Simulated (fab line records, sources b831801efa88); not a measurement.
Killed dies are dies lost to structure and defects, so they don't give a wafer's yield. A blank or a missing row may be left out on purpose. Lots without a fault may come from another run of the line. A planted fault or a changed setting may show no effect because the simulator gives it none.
fab line records | flow sky130
record lots=5 wafers=15 last_day=49
route steps=708 shown VIA2@527 METAL3@532 CAPM@537 PAD_OPEN@708
lots that met no fault: from a run of the same line without faults
start_h: hours from the record's first day to the start of the lot's first wafer shown | wait_h: hours since the lot's step before | " the same as in the row above | L1.1+2: a row that stands for several wafers | - no value, or no start given | * or withheld: withheld | < > ~ a bound
route shown NAME@n: a module of which the file shows steps, and the number in the route of the first | usual: mean/standard deviation of fault-free wafers | same: alike in all rows | chamber/n: place in a boat | sites: the reading at each site | _std_site: their standard deviation | _edge_site: outer sites' mean less inner sites' | radius_mm: how far each site lies from the wafer's centre | mask NAME#n: copy n | behind: the tool/chamber that last shaped the wafer | hold: why the lot was held/for how many hours/how that ended | device: the transistor (n, p or np) that didn't switch | end of line: the same wafers' tests at the end of the route | a step without rows: its recipe alone | killed: dies lost to structure and defects at the first sort, not the wafer's yield | map: a wafer's dies, x killed, . not, _ none there
set.NAME: the setting as run; set.NAME@STEP: as run at that earlier step | model.NAME: the simulator's own value behind a step, which no gauge read
lots at some steps of the route; a table a step, a row a wafer
services: from which hour (start_h, from the record's first day; less than 0 if before it) a tool's chamber was out of use, for how many hours, and why
## steps
# step SKY_VIA2_SPUTTER_20
# recipe material=TiN target_thk_nm=20 chamber_pressure_pa=5 power_w=4000 time_s=80
# step SKY_VIA2_CVD_21
# recipe material=W target_thk_nm=420 time_s=126.4 temp_c=400 pressure_torr=40
# step SKY_VIA2_RS_MEAS_22
# recipe thk_meas_gauge=four-point-probe reads=W_of_VIA2_CVD_21+TiN_of_VIA2_SPUTTER_20
# usual VIA2_W_RS=0.273/0.0035
# columns lot.wafer tool chamber start_h wait_h VIA2_W_RS[ohm/sq]
L600.2 film_metro-03 - 867.80 0.1 0.274
L600.3 " - " " 0.273
L600.5 " - " " 0.271
L603.1 film_metro-03 - 893.55 0.1 0.281
L603.4 " - " " 0.276
L603.6 " - " " 0.274
L606.1 film_metro-01 - 913.13 0.1 0.272
L606.2 " - " " 0.267
L606.4 " - " " 0.268
L615.1 film_metro-01 - 987.64 0.1 0.279
L615.3 " - " " 0.278
L615.5 " - " " 0.278
L616.3 film_metro-01 - 990.56 0.1 0.279
L616.4 " - " " 0.276
L616.5 " - " " 0.277
# step SKY_VIA2_THK_MEAS_23
# recipe thk_meas_gauge=xrf reads=W_of_VIA2_CVD_21
# usual VIA2_W_THK=407/6.5
# columns lot.wafer tool chamber start_h wait_h VIA2_W_THK[nm]
L600.2 film_metro-03 - 867.91 0.1 410
L600.3 " - " " 411
L600.5 " - " " 413
L603.1 film_metro-03 - 893.67 0.1 397
L603.4 " - " " 408
L603.6 " - " " 408
L606.1 film_metro-01 - 913.25 0.1 407
L606.2 " - " " 413
L606.4 " - " " 414
L615.1 film_metro-01 - 987.76 0.1 395
L615.3 " - " " 393
L615.5 " - " " 396
L616.3 film_metro-01 - 990.66 0.1 393
L616.4 " - " " 398
L616.5 " - " " 395
# step SKY_VIA2_CMP_24
# recipe stop_on=SiO2 t_overpolish_s=20 down_force_psi=3.5 platen_rpm=60 target_thk_nm=0 pad_velocity_m_s=0.94248
# usual motor_current_A=10.5/1.5 overpolish_run_s=20.001/0.0094 time_to_endpoint_s=101/4.3
# columns lot.wafer tool chamber start_h wait_h motor_current_A overpolish_run_s time_to_endpoint_s
L600.3 cmp-01 0 867.96 0.0 8.9 20.024 99
L600.2 " 1 " " 10.9 20.004 100
L600.5 " 0 " " 8.5 20.017 101
L603.4 cmp-02 3 893.73 0.0 10.4 19.999 92
L603.1 " 0 " " 8.2 19.980 91
L603.6 " 3 " " 10.6 20.006 93
L606.4 cmp-02 2 913.31 0.0 11.6 20.004 101
L606.1 " 3 " " 10.1 19.991 98
L606.2 " 0 " " 8.8 19.995 102
L615.3 cmp-02 3 987.82 0.0 10.6 20.012 101
L615.1 " 1 " " 11.3 19.989 103
L615.5 " 0 " " 8.2 19.992 102
L616.4 cmp-01 3 990.75 0.1 9.3 20.003 101
L616.3 " 1 " " 10.5 20.006 96
L616.5 " 3 " " 10.0 19.984 101
# step SKY_METAL3_SPUTTER_00
# recipe material=Ti target_thk_nm=15 power_w=3000 time_s=10 chamber_pressure_pa=0.4
# step SKY_METAL3_SPUTTER_01
# recipe material=TiN target_thk_nm=20 power_w=6500 time_s=16.7 chamber_pressure_pa=0.4
# usual chamber_pressure_pa=0.3999/0.00081 throttle_valve_pct=30.2/1.3
# columns lot.wafer tool chamber start_h wait_h chamber_pressure_pa throttle_valve_pct
L600.2 pvd_sputter-01 - 868.28 0.0 0.3998 29.2
L600.3 " - " " 0.4002 30.4
L600.5 " - " " 0.4024 31.6
L603.1 pvd_sputter-04 - 894.05 0.0 0.3999 30.1
L603.4 " - " " 0.4007 28.4
L603.6 " - " " 0.4002 30.0
L606.1 pvd_sputter-02 - 913.63 0.0 0.3999 29.3
L606.2 " - " " 0.4016 30.4
L606.4 " - " " 0.4003 31.8
L615.1 pvd_sputter-04 - 988.14 0.0 0.3993 29.6
L615.3 " - " " 0.4008 28.4
L615.5 " - " " 0.4004 28.6
L616.3 pvd_sputter-04 - 991.03 0.0 0.4011 29.8
L616.4 " - " " 0.3985 30.1
L616.5 " - " " 0.4007 28.5
# step SKY_METAL3_SPUTTER_02
# recipe material=AlCu target_thk_nm=735 power_w=10600 time_s=39.1 chamber_pressure_pa=0.4
# step SKY_METAL3_SPUTTER_03
# recipe material=Ti target_thk_nm=5 power_w=3000 time_s=3.3 chamber_pressure_pa=0.4
# usual chamber_pressure_pa=0.4001/0.00081 throttle_valve_pct=30.2/1.3
# columns lot.wafer tool chamber start_h wait_h chamber_pressure_pa throttle_valve_pct
L600.2 pvd_sputter-01 - 868.34 0.0 0.4013 29.3
L600.3 " - " " 0.4004 30.6
L600.5 " - " " 0.4000 31.7
L603.1 pvd_sputter-04 - 894.11 0.0 0.4002 30.1
L603.4 " - " " 0.4006 28.4
L603.6 " - " " 0.3991 29.9
L606.1 pvd_sputter-02 - 913.69 0.0 0.4005 29.5
L606.2 " - " " 0.4002 30.7
L606.4 " - " " 0.3996 31.6
L615.1 pvd_sputter-04 - 988.21 0.0 0.4004 29.7
L615.3 " - " " 0.4010 28.1
L615.5 " - " " 0.3998 28.5
L616.3 pvd_sputter-04 - 991.09 0.0 0.4003 29.6
L616.4 " - " " 0.4018 29.9
L616.5 " - " " 0.4010 28.5
# step SKY_METAL3_SPUTTER_04
# recipe material=TiN target_thk_nm=70 power_w=6500 time_s=58.3 chamber_pressure_pa=0.4
# usual chamber_pressure_pa=0.4000/0.00084 throttle_valve_pct=30.2/1.3
# columns lot.wafer tool chamber start_h wait_h chamber_pressure_pa throttle_valve_pct
L600.2 pvd_sputter-01 - 868.36 0.0 0.3997 29.2
L600.3 " - " " 0.4003 30.2
L600.5 " - " " 0.4007 31.6
L603.1 pvd_sputter-04 - 894.13 0.0 0.3994 29.8
L603.4 " - " " 0.4004 28.6
L603.6 " - " " 0.3983 30.3
L606.1 pvd_sputter-02 - 913.71 0.0 0.3993 29.3
L606.2 " - " " 0.4003 30.4
L606.4 " - " " 0.3996 31.8
L615.1 pvd_sputter-04 - 988.23 0.0 0.4006 29.8
L615.3 " - " " 0.4013 28.5
L615.5 " - " " 0.4007 28.7
L616.3 pvd_sputter-04 - 991.11 0.0 0.4007 29.4
L616.4 " - " " 0.3994 30.3
L616.5 " - " " 0.4018 28.4
# step SKY_CAPM_CVD_00
# recipe material=SiO2 target_thk_nm=15.5 temp_c=400 time_s=withheld rf_w=450
# step SKY_CAPM_THK_MEAS_01
# recipe reads=SiO2_of_CAPM_CVD_00
# usual CAPM_CVD_00_THK=15.54/0.21
# columns lot.wafer tool chamber start_h wait_h CAPM_CVD_00_THK[nm]
L600.2 film_metro-01 - 868.45 - 15.32
L600.3 " - " " 15.90
L600.5 " - " " 15.59
L603.1 film_metro-01 - 894.20 - 15.11
L603.4 " - " " 15.40
L603.6 " - " " 15.26
L606.1 film_metro-01 - 913.78 - 15.16
L606.2 " - " " 15.24
L606.4 " - " " 15.47
L615.1 film_metro-01 - 988.30 - 15.61
L615.3 " - " " 15.28
L615.5 " - " " 15.69
L616.3 film_metro-04 - 991.20 - 15.71
L616.4 " - " " 15.88
L616.5 " - " " 15.72
# step SKY_CAPM_SPUTTER_02
# recipe material=TiN target_thk_nm=200 temp_c=300 power_w=6500 time_s=166.7 chamber_pressure_pa=0.4
# usual chamber_pressure_pa=0.4000/0.00075 substrate_temp_c=300.01/0.18 throttle_valve_pct=30.0/1.2
# columns lot.wafer tool chamber start_h wait_h chamber_pressure_pa substrate_temp_c throttle_valve_pct model.TiN_of_CAPM_SPUTTER_02.thk_nm
L600.2 pvd_sputter-03 - 868.50 0.0 0.3989 299.92 29.7 196.8
L600.3 " - " " 0.3997 300.03 30.0 198.6
L600.5 " - " " 0.3999 300.18 28.7 198.3
L603.1 pvd_sputter-03 - 894.26 0.1 0.3999 300.25 28.9 204.4
L603.4 " - " " 0.4005 299.94 30.1 198.8
L603.6 " - " " 0.3986 300.29 29.5 196.6
L606.1 pvd_sputter-01 - 913.84 0.1 0.3998 299.90 30.4 201.5
L606.2 " - " " 0.4011 300.00 31.6 204.2
L606.4 " - " " 0.4000 300.05 30.3 200.5
L615.1 pvd_sputter-03 - 988.36 0.1 0.3994 299.87 28.5 201.5
L615.3 " - " " 0.4004 299.66 30.3 200.4
L615.5 " - " " 0.4006 299.61 30.1 201
L616.3 pvd_sputter-03 - 991.24 0.0 0.4006 299.66 29.6 197.1
L616.4 " - " " 0.4000 300.03 30.1 200.1
L616.5 " - " " 0.3996 300.14 30.0 200.1
# step SKY_CAPM_RS_MEAS_03
# recipe thk_meas_gauge=four-point-probe reads=TiN_of_CAPM_SPUTTER_02
# usual CAPM_TIN_RS=6.91/0.075
# columns lot.wafer tool chamber start_h wait_h CAPM_TIN_RS[ohm/sq]
L600.2 film_metro-02 - 868.63 0.1 7.01
L600.3 " - " " 6.94
L600.5 " - " " 6.99
L603.1 film_metro-04 - 894.37 0.1 6.76
L603.4 " - " " 6.96
L603.6 " - " " 7.04
L606.1 film_metro-04 - 913.95 0.1 6.87
L606.2 " - " " 6.77
L606.4 " - " " 6.90
L615.1 film_metro-02 - 988.47 0.1 6.85
L615.3 " - " " 6.88
L615.5 " - " " 6.88
L616.3 film_metro-04 - 991.39 0.1 7.00
L616.4 " - " " 6.90
L616.5 " - " " 6.90
# step SKY_CAPM_THK_MEAS_04
# recipe thk_meas_gauge=xrf reads=TiN_of_CAPM_SPUTTER_02
# usual CAPM_TIN_THK=201.5/2.3
# columns lot.wafer tool chamber start_h wait_h CAPM_TIN_THK[nm]
L600.2 film_metro-02 - 868.74 0.1 201.1
L600.3 " - " " 203.5
L600.5 " - " " 203.5
L603.1 film_metro-04 - 894.49 0.1 206.7
L603.4 " - " " 201.2
L603.6 " - " " 199.9
L606.1 film_metro-04 - 914.07 0.1 202.9
L606.2 " - " " 206.3
L606.4 " - " " 202.5
L615.1 film_metro-02 - 988.59 0.1 206.1
L615.3 " - " " 204.2
L615.5 " - " " 204.8
L616.3 film_metro-04 - 991.49 0.1 197.0
L616.4 " - " " 200.4
L616.5 " - " " 200.3
# step SKY_CAPM_DEHYDRATE_05
# recipe temp_c=200 time_s=60
# step SKY_CAPM_HMDS_06
# recipe prime_time_s=60 prime_temp_c=120
# step SKY_CAPM_COAT_07
# recipe resist=NOVOLAK spin_rpm=3000 resist_thk_nm=1140
# step SKY_CAPM_SOFTBAKE_08
# recipe temp_c=90 time_s=60 resist=NOVOLAK
# step SKY_CAPM_EXPOSE_09
# recipe mask_id=CAPM na=0.6 source_shape=conventional sigma_outer=0.6 polarization=unpolarized target_cd_nm=1000 dose_mj=159
# step SKY_CAPM_PEB_10
# recipe temp_c=withheld time_s=* resist=NOVOLAK
# step SKY_CAPM_DEVELOP_11
# recipe resist=NOVOLAK developer=TMAH develop_time_s=60 dev_temp_c=23
# step SKY_CAPM_OVL_MEAS_12
# usual CAPM_OVL=-0.3/1.6
# columns lot.wafer tool chamber start_h wait_h CAPM_OVL[nm]
L600.2 overlay-02 - 894.15 0.1 -0.7
L600.3 " - " " -0.2
L600.5 " - " " 0.5
L603.1 overlay-02 - 919.35 0.1 -0.3
L603.4 " - " " 0.6
L603.6 " - " " -0.1
L606.1 overlay-01 - 938.09 0.1 0.5
L606.2 " - " " 0.2
L606.4 " - " " 1.5
L615.1 overlay-02 - 1011.85 0.1 2.5
L615.3 " - " " 1.9
L615.5 " - " " 2.3
L616.3 overlay-01 - 1014.66 0.1 -2.1
L616.4 " - " " -2.9
L616.5 " - " " -2.4
# step SKY_CAPM_METAL_ETCH_13
# recipe target_depth_nm=220 stop_on=SiO2 chemistry=Cl2/BCl3 target=TiN pressure_mtorr=10 icp_w=900 bias_w=48.5 Cl2_flow_sccm=60 bcl3_flow_sccm=30 time_s=62.9
# usual drypump_motor_current_A=5.8/0.61 oes_product_au=0.941/0.0074 throttle_valve_pct=21.902/0.0093
# columns lot.wafer tool chamber start_h wait_h drypump_motor_current_A oes_product_au rf_hours_counter_h throttle_valve_pct model.etch.depth_nm model.CAPM.feature_depth_nm
L600.2 rie_metal-01 1 894.21 0.0 6.6 0.933 - 21.896 196.8 196.8
L600.3 " 1 " " 6.6 0.938 - 21.912 198.6 198.6
L600.5 " 1 " " 6.6 0.934 - 21.903 198.3 198.3
L603.1 rie_metal-01 1 919.39 0.0 6.6 0.946 7 21.893 204.4 204.4
L603.4 " 1 " " 6.6 0.944 - 21.901 198.8 198.8
L603.6 " 1 " " 6.6 0.933 - 21.918 196.6 196.6
L606.1 rie_metal-04 0 938.13 0.0 6.3 0.945 9 21.887 201.5 201.5
L606.2 " 1 " " 5.7 0.949 5 21.893 204.2 204.2
L606.4 " 0 " " 6.3 0.949 - 21.904 200.5 200.5
L615.1 rie_metal-03 1 1011.89 0.0 5.0 0.947 17 21.888 201.5 201.5
L615.3 " 1 " " 5.0 0.943 - 21.902 200.4 200.4
L615.5 " 1 " " 5.0 0.942 - 21.898 201 201
L616.3 rie_metal-03 0 1014.71 0.0 5.2 0.938 - 21.927 197.1 197.1
L616.4 " 1 " " 5.0 0.939 - 21.887 200.1 200.1
L616.5 " 1 " " 5.0 0.942 - 21.911 200.1 200.1
# step SKY_CAPM_STRIP_14
# recipe chemistry=O2/N2 power_w=1400 pressure_mtorr=1500 platen_temp_c=withheld o2_flow_sccm=3000 n2_flow_sccm=300 overash_fraction=0.5
# usual drypump_motor_current_A=6.0/0.42 oes_product_au=0.710/0.0051 strip_time_to_endpoint_s=12.65/0.038
# columns lot.wafer tool chamber start_h wait_h drypump_motor_current_A oes_product_au rf_hours_counter_h strip_time_to_endpoint_s
L600.2 plasma_asher-03 1 894.34 0.1 5.5 0.710 82 12.67
L600.3 " 0 " " 6.1 0.705 - 12.68
L600.5 " 0 " " 6.1 0.702 - 12.64
L603.1 plasma_asher-01 0 919.59 0.2 6.7 0.716 19 12.65
L603.4 " 1 " " 5.7 0.705 - 12.64
L603.6 " 0 " " 6.7 0.706 - 12.67
L606.1 plasma_asher-04 0 938.20 0.1 5.9 0.708 38 12.61
L606.2 " 1 " " 6.4 0.707 38 12.62
L606.4 " 1 " " 6.4 0.711 - 12.64
L615.1 plasma_asher-01 0 1011.97 0.1 6.7 0.705 29 12.67
L615.3 " 1 " " 5.7 0.707 - 12.64
L615.5 " 0 " " 6.7 0.715 - 12.64
L616.3 plasma_asher-03 0 1014.80 0.1 6.2 0.705 - 12.72
L616.4 " 1 " " 5.5 0.716 - 12.69
L616.5 " 0 " " 6.1 0.717 - 12.72
# step SKY_CAPM_STRIP_15
# recipe chemistry=post_etch_residue_remover time_s=1200 temp_c=72.5
# step SKY_CAPM_CLEAN_16
# recipe chemistry=IPA time_s=180 temp_c=25
# step SKY_CAPM_CLEAN_17
# recipe chemistry=O3/DIW dry=n2_spin
# step SKY_METAL3_DEHYDRATE_05
# recipe temp_c=200 time_s=60
# step SKY_METAL3_HMDS_06
# recipe prime_time_s=60 prime_temp_c=120
# step SKY_METAL3_COAT_07
# recipe resist=BARC temp_c=withheld time_s=withheld spin_rpm=3000 resist_thk_nm=60
# step SKY_METAL3_COAT_08
# recipe resist=KrF-thick spin_rpm=3000 resist_thk_nm=1140
# step SKY_METAL3_SOFTBAKE_09
# recipe temp_c=100 time_s=90 resist=KrF-thick
# step SKY_METAL3_EXPOSE_10
# recipe mask_id=MM3 na=0.68 source_shape=annular sigma_inner=0.4 sigma_outer=0.8 target_cd_nm=300 dose_mj=28
# step SKY_METAL3_PEB_11
# recipe peb_temp_c=withheld peb_time_s=withheld resist=KrF-thick
# step SKY_METAL3_DEVELOP_12
# recipe develop_time_s=60 resist=KrF-thick dev_temp_c=21
# step SKY_METAL3_CD_MEAS_13
# recipe target_cd_nm=300
# usual cd_nm=299.7/1.7
# columns lot.wafer tool chamber start_h wait_h cd_nm
L600.2 cd_sem-02 - 919.72 - 299.6
L600.3 " - " " 300.0
L600.5 " - " " 300.5
L603.1 cd_sem-02 - 944.10 - 300.1
L603.4 " - " " 300.2
L603.6 " - " " 299.6
L606.1 cd_sem-01 - 962.38 - 302.0
L606.2 " - " " 300.5
L606.4 " - " " 301.2
L615.1 cd_sem-01 - 1034.93 - 302.3
L615.3 " - " " 301.5
L615.5 " - " " 299.5
L616.3 cd_sem-02 - 1038.17 - 297.7
L616.4 " - " " 298.6
L616.5 " - " " 297.3
# step SKY_METAL3_OVL_MEAS_14
# usual METAL3_OVL=-1/5.8
# columns lot.wafer tool chamber start_h wait_h METAL3_OVL[nm]
L600.2 overlay-02 - 919.83 0.1 -3
L600.3 " - " " -3
L600.5 " - " " 2
L603.1 overlay-01 - 944.22 0.1 -5
L603.4 " - " " 0
L603.6 " - " " 5
L606.1 overlay-02 - 962.50 0.1 0
L606.2 " - " " 0
L606.4 " - " " 7
L615.1 overlay-02 - 1035.05 0.1 3
L615.3 " - " " 2
L615.5 " - " " 8
L616.3 overlay-02 - 1038.26 0.1 2
L616.4 " - " " -3
L616.5 " - " " 0
# step SKY_METAL3_DESCUM_15
# recipe chemistry=O2 source_power_w=150 bias_power_w=0 pressure_mtorr=10 temp_c=40 time_s=8
# step SKY_METAL3_ETCH_16
# recipe chemistry=N2/H2 target=BARC ion_energy_ev=200 bias_w=100 pressure_mtorr=30 n2_flow_sccm=100 h2_flow_sccm=200 icp_w=500 stop_on=SiO2 time_s=88.2 target_depth_a=600
# step SKY_METAL3_ETCH_17
# recipe target=SiO2 stop_on=TiN chemistry=C4F8/O2/Ar source_w=1500 bias_w=1200 pressure_mtorr=40 c4f8_flow_sccm=withheld O2_flow_sccm=6 Ar_flow_sccm=300 time_s=3.9 target_depth_a=150
# step SKY_METAL3_METAL_ETCH_18
# recipe target_depth_a=8450 stop_on=SiO2 over_etch_frac=0.3 time_s=183.1 chemistry=Cl2/BCl3 resist_sidewall_deg=88 pressure_mtorr=10 icp_w=900 bias_w=48.5 Cl2_flow_sccm=60 bcl3_flow_sccm=30
# step SKY_METAL3_STRIP_20
# recipe chemistry=post_etch_residue_remover time_s=1200 temp_c=72.5
# usual bath_guard_temp_C=72.3/0.33
# columns lot.wafer tool chamber start_h wait_h bath_guard_temp_C model.TiN_of_CAPM_SPUTTER_02.thk_nm
L600.2 wet_bench-04 2 920.28 0.1 72.3 196
L600.3 " 2 " " 72.4 197.8
L600.5 " 2 " " 72.0 197.5
L603.1 wet_bench-04 0 944.68 0.1 72.6 203.5
L603.4 " 0 " " 72.2 198
L603.6 " 0 " " 72.4 195.8
L606.1 wet_bench-03 2 962.96 0.1 72.7 200.6
L606.2 " 2 " " 72.5 203.4
L606.4 " 2 " " 72.5 199.7
L615.1 wet_bench-02 3 1035.52 0.1 71.9 200.6
L615.3 " 3 " " 71.9 199.6
L615.5 " 3 " " 72.6 200.2
L616.3 wet_bench-02 3 1038.71 0.0 72.0 196.2
L616.4 " 3 " " 72.4 199.2
L616.5 " 3 " " 72.0 199.3
# step SKY_PAD_OPEN_PROBE_99
# usual defect_limited_yield=82.2/1.9 killed_at_M0_to_M3=44/6.6 killed_at_M4_up=3.4/1.9 killed_at_contacts=25/5.6 killed_at_front_end=15/4.6 killed_at_other=0.3/0.6 killed_dies=88/9.5 killed_open=47/7.1 killed_short=40/6.4 sort_bin_3_pad_short=1.0/0.47 sort_bin_5_function=10.4/1.4 sort_bin_6_memory=6.4/1.1 sort_n_pass=404/9.5 sort_yield_pct=82.2/1.9
# same gross_dies=492 killed_at_back_side=0 sort_bin_4_leakage[%]=0 sort_bin_8_speed[%]=0
# columns lot.wafer tool chamber start_h wait_h defect_limited_yield[%] killed_at_M0_to_M3 killed_at_M4_up killed_at_contacts killed_at_front_end killed_at_other killed_dies killed_open killed_short sort_bin_3_pad_short[%] sort_bin_5_function[%] sort_bin_6_memory[%] sort_n_pass sort_yield_pct[%] model.etest.cap_mim.plate_ohm_sq
L600.2 prober-01 - 1092.97 0.1 80.5 53 2 24 17 0 96 43 53 1.2 10.8 7.5 396 80.5 6.139
L600.3 prober-01 - 1093.02 0.2 84.1 37 1 31 9 0 78 38 40 1.0 9.6 5.3 414 84.1 6.023
L600.5 prober-01 - 1093.12 0.2 82.3 46 2 22 17 0 87 45 42 0.8 12.0 4.9 405 82.3 6.021
L603.1 prober-02 - 1112.86 0.1 81.9 36 2 28 23 0 89 52 37 1.0 10.0 7.1 403 81.9 5.842
L603.4 prober-02 - 1113.01 0.2 79.9 38 6 33 22 0 99 61 38 1.8 11.2 7.1 393 79.9 5.998
L603.6 prober-02 - 1113.11 0.2 82.3 47 3 19 18 0 87 45 42 0.6 10.8 6.3 405 82.3 6.037
L606.1 prober-01 - 1126.59 0.1 81.9 38 7 30 14 0 89 59 30 0.8 12.6 4.7 403 81.9 5.992
L606.2 prober-01 - 1126.64 0.1 79.1 53 5 26 18 1 103 52 50 1.8 13.6 5.5 389 79.1 5.869
L606.4 prober-01 - 1126.74 0.2 78.7 51 3 34 16 1 105 60 44 1.2 11.4 8.7 387 78.7 5.989
L615.1 prober-02 - 1182.44 0.1 83.5 39 5 20 16 1 81 46 35 1.2 10.6 4.7 411 83.5 5.922
L615.3 prober-02 - 1182.54 0.2 86.4 40 3 13 11 0 67 40 27 0.2 8.3 5.1 425 86.4 5.967
L615.5 prober-02 - 1182.64 0.2 81.9 39 4 29 16 1 89 47 42 0.6 9.6 7.9 403 81.9 5.92
L616.3 prober-02 - 1184.21 0.2 80.3 54 4 26 13 0 97 57 40 1.0 10.8 7.9 395 80.3 6.038
L616.4 prober-02 - 1184.26 0.2 84.1 44 2 19 12 1 78 40 38 0.4 10.2 5.3 414 84.1 5.997
L616.5 prober-02 - 1184.31 0.2 80.9 48 3 30 13 0 94 55 39 0.8 10.4 7.9 398 80.9 5.943
# killed by level:class
L600.2 METAL2:geometric_particle:short=11 VIA1:geometric_particle:short=10 VIA1:geometric_particle:open=8 LI_CONTACT:geometric_particle:open=7 VIA2:geometric_particle:open=7 CONTACT:geometric_particle:short=6 FIELD_ISO:geometric_particle:short=5 CONTACT:geometric_particle:open=5
L600.3 CONTACT:geometric_particle:open=10 LOCAL_INTERCONNECT:geometric_particle:short=8 LI_CONTACT:geometric_particle:open=7 METAL2:geometric_particle:short=7 METAL1:geometric_particle:short=6 VIA1:geometric_particle:short=6 VIA3:geometric_particle:open=5 CONTACT:geometric_particle:short=4
L600.5 CONTACT:geometric_particle:open=11 VIA1:geometric_particle:open=9 METAL2:geometric_particle:short=8 METAL1:geometric_particle:short=8 VIA2:geometric_particle:open=6 FIELD_ISO:geometric_particle:short=5 FIELD_ISO:geometric_particle:open=5 CONTACT:geometric_particle:short=4
L603.1 VIA1:geometric_particle:open=15 LI_CONTACT:geometric_particle:open=10 CONTACT:geometric_particle:open=9 FIELD_ISO:geometric_particle:short=6 METAL3:geometric_particle:short=6 FIELD_ISO:geometric_particle:open=5 POLY_GATE:geometric_particle:open=5 POLY_GATE:geometric_particle:short=4
L603.4 CONTACT:geometric_particle:open=16 VIA2:geometric_particle:open=10 LI_CONTACT:geometric_particle:open=9 VIA1:geometric_particle:open=9 SPACER:geometric_particle:short=6 VIA3:geometric_particle:open=5 FIELD_ISO:geometric_particle:open=4 FIELD_ISO:geometric_particle:short=4
L603.6 VIA1:geometric_particle:open=9 CONTACT:geometric_particle:open=7 VIA1:geometric_particle:short=6 POLY_GATE:geometric_particle:open=5 LI_CONTACT:geometric_particle:open=5 VIA3:geometric_particle:short=5 VIA3:geometric_particle:open=5 METAL3:geometric_particle:short=4
L606.1 CONTACT:geometric_particle:open=13 VIA1:geometric_particle:open=12 LI_CONTACT:geometric_particle:open=8 VIA2:geometric_particle:open=8 CONTACT:geometric_particle:short=7 VIA3:geometric_particle:open=5 METAL4:geometric_particle:short=5 POLY_GATE:geometric_particle:short=4
L606.2 VIA1:geometric_particle:open=13 CONTACT:geometric_particle:open=11 VIA3:geometric_particle:open=9 FIELD_ISO:geometric_particle:short=7 LOCAL_INTERCONNECT:geometric_particle:short=6 METAL1:geometric_particle:short=6 VIA1:geometric_particle:short=5 METAL2:geometric_particle:short=5
L606.4 VIA1:geometric_particle:open=12 LI_CONTACT:geometric_particle:open=10 VIA2:geometric_particle:open=9 CONTACT:geometric_particle:open=8 LOCAL_INTERCONNECT:geometric_particle:short=8 METAL2:geometric_particle:short=8 METAL1:geometric_particle:short=6 CONTACT:geometric_particle:short=5
L615.1 CONTACT:geometric_particle:open=11 METAL1:geometric_particle:short=10 FIELD_ISO:geometric_particle:open=7 VIA1:geometric_particle:open=7 LI_CONTACT:geometric_particle:open=5 VIA3:geometric_particle:open=5 VIA2:geometric_particle:open=4 METAL1:geometric_particle:open=4
L615.3 VIA1:geometric_particle:open=9 VIA3:geometric_particle:open=8 CONTACT:geometric_particle:open=5 VIA2:geometric_particle:open=5 METAL2:geometric_particle:short=4 FIELD_ISO:geometric_particle:open=3 LI_CONTACT:geometric_particle:open=3 METAL1:geometric_particle:short=3
L615.5 CONTACT:geometric_particle:open=13 VIA1:geometric_particle:open=10 LI_CONTACT:geometric_particle:open=6 FIELD_ISO:geometric_particle:open=5 VIA1:geometric_particle:short=5 VIA2:geometric_particle:open=5 FIELD_ISO:geometric_particle:short=4 LOCAL_INTERCONNECT:geometric_particle:short=4
L616.3 VIA1:geometric_particle:open=13 CONTACT:geometric_particle:open=9 VIA2:geometric_particle:open=9 METAL1:geometric_particle:short=9 VIA1:geometric_particle:short=8 VIA3:geometric_particle:open=8 LI_CONTACT:geometric_particle:open=6 LI_CONTACT:geometric_particle:short=5
L616.4 VIA1:geometric_particle:open=9 CONTACT:geometric_particle:open=8 VIA1:geometric_particle:short=7 METAL2:geometric_particle:short=6 VIA2:geometric_particle:open=5 VIA3:geometric_particle:open=5 LI_CONTACT:geometric_particle:open=4 LOCAL_INTERCONNECT:geometric_particle:short=4
L616.5 CONTACT:geometric_particle:open=16 VIA1:geometric_particle:open=12 LI_CONTACT:geometric_particle:open=8 METAL1:geometric_particle:short=7 FIELD_ISO:geometric_particle:short=6 VIA2:geometric_particle:open=6 METAL3:geometric_particle:short=6 VIA1:geometric_particle:short=5
## services
# columns tool chamber start_h hours kind
rie_metal-03 - 858.04 2.8 pm
plasma_asher-04 - 865.22 1.0 repair
cmp-02 - 866.59 2.9 repair
pvd_sputter-04 1 883.01 - consumable_replace:kit
pvd_sputter-04 1 883.01 18.0 scheduled_down
pvd_sputter-04 1 883.01 18.0 vent_cycle
rie_metal-01 0 891.67 41.1 repair
pvd_sputter-02 - 894.16 0.6 repair
cmp-01 - 895.45 2.0 repair
pvd_sputter-01 - 898.87 9.4 repair
pvd_sputter-03 - 900.35 0.5 repair
cmp-01 - 902.48 10.3 repair
cmp-01 - 912.76 4.0 pm
cmp-01 - 916.08 2.1 repair
plasma_asher-04 - 923.75 2.0 repair
plasma_asher-01 - 927.09 2.5 repair
wet_bench-04 - 947.30 2.0 repair
rie_metal-03 0 952.16 6.0 repair
pvd_sputter-04 - 1001.35 0.5 repair
cmp-01 - 1003.81 0.4 repair
cmp-01 - 1014.85 0.9 repair
cmp-02 - 1023.99 4.0 repair
plasma_asher-03 - 1030.41 2.1 repair
plasma_asher-03 - 1033.73 0.4 repair
## key
first_sign none at tools or gauges
model_effect step=SKY_CAPM_SPUTTER_02 value=TiN_of_CAPM_SPUTTER_02.thk_nm without=197.6 struck=204.4
model_effect step=SKY_CAPM_METAL_ETCH_13 value=etch.depth_nm without=197.6 struck=204.4
model_effect step=SKY_METAL3_STRIP_20 value=TiN_of_CAPM_SPUTTER_02.thk_nm without=196.7 struck=203.5
model_effect step=SKY_PAD_OPEN_PROBE_99 value=etest.cap_mim.plate_ohm_sq without=6.043 struck=5.842
met_at SKY_CAPM_SPUTTER_02
struck_wafers L603.1
fault kind=process_parameter_drift tool=pvd_sputter-03 chamber=- onset_h=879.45 steps=SKY_CAPM_SPUTTER_02 channel=time_s offset=* shape=step end_h=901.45 acts_in=* stated=* scope=struck_wafers_only
